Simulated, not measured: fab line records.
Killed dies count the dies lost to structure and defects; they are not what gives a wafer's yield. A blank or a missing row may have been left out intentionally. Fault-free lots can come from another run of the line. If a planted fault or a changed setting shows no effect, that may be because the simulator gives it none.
Which tool is to blame? -- flow sfq-line -- 15 lots, 45 wafers sampled, at 3 steps of a route of 325

WHAT THE GAUGES SHOWED, per wafer
Not one reading of a measure or inspect step in the record can be checked against a usual standard deviation.

TOOL THAT RAN EACH LOT (tool first, then ch and the chambers of the sampled wafers, then the start)
lot,SFQ_TRILAYER_I6_CMP_CMP_166,SFQ_TRILAYER_I6_METRO_MEASURE_167,SFQ_TRILAYER_I6_VIA_ETCH_VIA_ETCH_172
L227,"cmp-01 ch 0,3, day 62 08:45","film-metro-01, day 62 12:04","rie-diel-02 ch 2,3, day 63 00:15"
L231,"cmp-01 ch 2,3, day 62 20:45","film-metro-04, day 63 00:16","rie-diel-03 ch 0,1, day 63 06:03"
L232,"cmp-01 ch 1,2,3, day 63 00:15","film-metro-04, day 63 03:04","rie-diel-02 ch 1,2,3, day 63 07:15"
L233,"cmp-02 ch 0,1,2, day 63 03:04","film-metro-04, day 63 06:23","rie-diel-03 ch 0,2,3, day 63 09:43"
L240,"cmp-02 ch 0,1,3, day 73 18:14","film-metro-03, day 73 21:21","rie-diel-03 ch 0,1,2, day 76 20:54"
L241,"cmp-02 ch 0,1,3, day 74 00:14","film-metro-03, day 74 03:33","rie-diel-03 ch 0,2,3, day 77 02:36"
L242,"cmp-02 ch 0,1,2, day 75 01:14","film-metro-04, day 75 04:45","rie-diel-03 ch 0,2,3, day 77 13:24"
L243,"cmp-01 ch 1,3, day 75 03:08","film-metro-04, day 75 05:58","rie-diel-02 ch 0,3, day 77 14:36"
L244,"cmp-02 ch 1,2,3, day 78 01:08","film-metro-03, day 78 03:28","rie-diel-03 ch 0,2,3, day 80 10:57"
L245,"cmp-02 ch 1,3, day 78 09:38","film-metro-01, day 78 12:16","rie-diel-03 ch 0,2,3, day 80 22:57"
L246,"cmp-02 ch 0,1,2, day 79 00:08","film-metro-04, day 79 03:16","rie-diel-04 ch 1,2,3, day 81 18:09"
L247,"cmp-01 ch 1,2,3, day 79 01:05","film-metro-03, day 79 04:24","rie-diel-03 ch 1,2,3, day 81 19:21"
L248,"cmp-02 ch 0,1,2, day 79 06:08","film-metro-03, day 79 09:16","rie-diel-02 ch 1,2,3, day 82 02:33"
L249,"cmp-02 ch 0,2,3, day 79 13:08","film-metro-01, day 79 15:28","rie-diel-02 ch 1,2,3, day 82 12:09"
L250,"cmp-02 ch 0,2,3, day 84 12:00","film-metro-04, day 84 14:01","rie-diel-04 ch 0,1,3, day 84 17:35"
- SFQ_TRILAYER_I6_CMP_CMP_166: polishes SiO2.
- SFQ_TRILAYER_I6_METRO_MEASURE_167
- SFQ_TRILAYER_I6_VIA_ETCH_VIA_ETCH_172: etches SiO2 in CHF3, stops on Nb, target depth 260 nm.

WHAT THE TOOLS THEMSELVES READ (means of the sampled wafers that have a number; where no wafer has one, the mark that the record gives instead)
SFQ_TRILAYER_I6_CMP_CMP_166. Usual: edge-zone-pressure-frac 0.999, standard deviation 0.0049; head-pressure-psi 3.001 psi, standard deviation 0.0066; motor-current-A 10.0 A, standard deviation 1.1; time-to-endpoint-s 215 s, standard deviation 7.9.
lot,tool,edge-zone-pressure-frac,head-pressure-psi (psi),motor-current-A (A),time-to-endpoint-s (s),flag
L227,cmp-01,1.000,3.002,10.0,220,
L231,cmp-01,-,-,-,-,OFF
L232,cmp-01,-,-,-,-,OFF
L233,cmp-02,-,-,-,-,OFF
L240,cmp-02,1.003,3.002,9.1,219,
L241,cmp-02,1.000,3.009,9.2,219,
L242,cmp-02,0.998,2.999,9.9,215,
L243,cmp-01,1.004,3.005,11.4,215,
L244,cmp-02,1.000,3.002,9.5,223,
L245,cmp-02,1.002,2.993,9.4,221,
L246,cmp-02,0.998,3.000,10.1,215,
L247,cmp-01,0.996,3.000,11.4,224,
L248,cmp-02,1.002,3.003,10.2,209,
L249,cmp-02,1.002,3.005,9.4,205,
L250,cmp-02,1.001,3.004,9.6,204,

SFQ_TRILAYER_I6_METRO_MEASURE_167. Usual: thk-nm reads 199.7 nm (standard deviation 1).
lot,tool,thk-nm (nm),flag
L227,film-metro-01,200.3,
L231,film-metro-04,507.4,OFF
L232,film-metro-04,506.7,OFF
L233,film-metro-04,500.4,OFF
L240,film-metro-03,199.9,
L241,film-metro-03,199.0,
L242,film-metro-04,199.9,
L243,film-metro-04,199.6,
L244,film-metro-03,198.9,
L245,film-metro-01,200.2,
L246,film-metro-04,199.0,
L247,film-metro-03,201.3,
L248,film-metro-03,199.7,
L249,film-metro-01,198.5,
L250,film-metro-04,200.0,

SFQ_TRILAYER_I6_VIA_ETCH_VIA_ETCH_172. Usual: drypump-motor-current-A 6.1 A, standard deviation 0.43; oes-product-au 0.854 a.u., standard deviation 0.0054.
lot,tool,drypump-motor-current-A (A),oes-product-au (a.u.),flag
L227,rie-diel-02,6.0,0.859,
L231,rie-diel-03,6.4,1.613,OFF
L232,rie-diel-02,5.8,1.635,OFF
L233,rie-diel-03,6.4,1.624,OFF
L240,rie-diel-03,6.4,0.855,
L241,rie-diel-03,6.4,0.857,
L242,rie-diel-03,6.4,0.852,
L243,rie-diel-02,5.2,0.854,
L244,rie-diel-03,6.4,0.852,
L245,rie-diel-03,6.4,0.858,
L246,rie-diel-04,6.0,0.853,
L247,rie-diel-03,6.2,0.854,
L248,rie-diel-02,5.8,0.855,
L249,rie-diel-02,5.8,0.850,
L250,rie-diel-04,5.9,0.851,

THE ANSWER, worked out from the rows above alone
Rule: a lot is off if the mean of its wafers that have a number lies more than 3 standard deviations from the usual mean. A lot without any number at a reading at which 4 lots or more have one is off too. The other lots that the step has rows for count as sound. The gauges are gone through in route order, then the tools' own readings, and for those a lot's mean is taken as printed above. At the first step where some lot is off, the reading lying furthest off is the one used; lots without a number count as furthest.
Off: L231, L232, L233, at SFQ_TRILAYER_I6_CMP_CMP_166 (edge-zone-pressure-frac). Without a number there: L231, L232, L233.
A tool fits if, at that step or a process step before it, it ran every lot that is off, and no sound lot after the first of them. None of those tried fits.

WHAT WAS PUT IN BY THE SIMULATOR
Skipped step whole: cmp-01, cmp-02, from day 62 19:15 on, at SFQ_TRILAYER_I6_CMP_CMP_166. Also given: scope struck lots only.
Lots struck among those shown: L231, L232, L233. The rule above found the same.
